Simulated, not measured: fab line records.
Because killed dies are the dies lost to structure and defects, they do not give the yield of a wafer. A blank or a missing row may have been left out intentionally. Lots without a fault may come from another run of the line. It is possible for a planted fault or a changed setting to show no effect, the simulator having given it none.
Matching of chambers | flow gf180mcu | GF_V1_CVD_02 on pecvd-03: 3 sister chambers
The step deposits SiO2 from TEOS, target thk 850 nm, time 94.851 s. 6 wafers are shown with their chamber, then 9 later ones without.

## WAFERS WITH THEIR CHAMBER
wafer  | chamber | heater_power_outer_w (W) | heater_power_w (W)
L854.4 | 0       | 295                      | 578
L855.1 | 0       | 259                      | 510
L857.2 | 1       | 364                      | 624
L860.1 | 1       | 456                      | 743
L860.2 | 2       | 295                      | 578
L860.4 | 2       | 340                      | 634

## WAFERS WITH NO CHAMBER GIVEN
wafer  | heater_power_outer_w (W) | heater_power_w (W)
L861.2 | 386                      | 646
L861.3 | 324                      | 601
L861.6 | 331                      | 617
L868.1 | 270                      | 530
L868.3 | 359                      | 605
L868.6 | 391                      | 668
L869.1 | 334                      | 593
L869.3 | 285                      | 563
L869.6 | 385                      | 668

## WHICH CHAMBER EACH ONE RAN IN
wafer  | from the rows above          | in truth
L861.2 | can't be placed: 1 or 2      | 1
L861.3 | can't be placed: 2 or 0      | 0
L861.6 | can't be placed: 2 or 0 or 1 | 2
L868.1 | can't be placed: 0 or 2      | 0
L868.3 | can't be placed: 2 or 1 or 0 | 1
L868.6 | can't be placed: 1 or 2      | 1
L869.1 | can't be placed: 2 or 0 or 1 | 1
L869.3 | can't be placed: 0 or 2      | 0
L869.6 | can't be placed: 1 or 2      | 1
0 of 9 placed correctly. From these rows, 9 cannot be placed; in 9 the true chamber is one of the candidates. Placed wrongly: 0.
How it was worked out, from the rows above alone: a wafer's distance from a chamber is the root of the sum, over the readings, of the square of ((its reading less the chamber's mean) divided by the reading's scatter). If the next closest chamber is less than 2 further off than the closest, the wafer can't be placed; otherwise it belongs to the closest. For every chamber, the mean is computed from those of its wafers that are shown. The scatter is the square root of a quotient: the sum, over the shown wafers, of each reading's squared deviation from its chamber's mean, divided by wafers minus chambers.
